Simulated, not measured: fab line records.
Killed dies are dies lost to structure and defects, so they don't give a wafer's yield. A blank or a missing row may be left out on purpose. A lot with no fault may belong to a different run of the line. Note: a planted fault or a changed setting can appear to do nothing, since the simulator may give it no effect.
Chamber matching	flow sky130	3 sister chambers for SKY_CAP2M_CVD_00 on pecvd-01
The step deposits SiO2, target thk 15.5 nm. 14 wafers are shown with their chamber, then 7 later ones without.

WAFERS WITH THEIR CHAMBER
wafer	chamber	heater power w (W)	susceptor temp C (C)
L074.1	2	902	399.90
L074.4	0	833	399.76
L074.5	2	919	399.97
L081.1	0	829	400.21
L081.4	2	845	399.59
L081.6	0	812	400.07
L087.1	0	841	399.71
L087.3	2	807	400.13
L087.6	2	790	399.79
L089.1	2	919	399.88
L089.3	1	618	399.96
L089.5	0	717	399.96
L090.1	1	692	400.04
L090.2	2	866	400.31

SIGNATURES, as means of the wafers listed above
reading	chamber 0	chamber 1	chamber 2	scatter within a chamber
heater power w	806.40	655.00	864.00	52
susceptor temp C	399.9420	400.0000	399.9386	0.214
Rule: a wafer's distance from a chamber is the root of the sum, over the readings, of the square of ((its reading less the chamber's mean) divided by the reading's scatter). If the next closest chamber is less than 2 further off than the closest, the wafer can't be placed; otherwise it belongs to the closest. The scatter is the square root of a quotient: the sum, over the shown wafers, of each reading's squared deviation from its chamber's mean, divided by wafers minus chambers.

WAFERS WITH NO CHAMBER GIVEN
wafer	heater power w (W)	susceptor temp C (C)
L090.5	887	400.41
L091.1	882	400.11
L091.3	703	399.98
L091.5	736	400.15
L094.3	937	399.82
L094.4	616	400.21
L094.5	846	399.68

WHICH CHAMBER EACH ONE RAN IN
wafer	from the rows above	in truth
L090.5	can't be placed: 2 or 0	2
L091.1	can't be placed: 2 or 0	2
L091.3	can't be placed: 1 or 0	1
L091.5	can't be placed: 0 or 1 or 2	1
L094.3	can't be placed: 2 or 0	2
L094.4	1	1
L094.5	can't be placed: 2 or 0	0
Placed correctly: 1 of 7. From these rows, 6 cannot be placed; in 6 the true chamber is one of the candidates. Wrongly placed: 0.
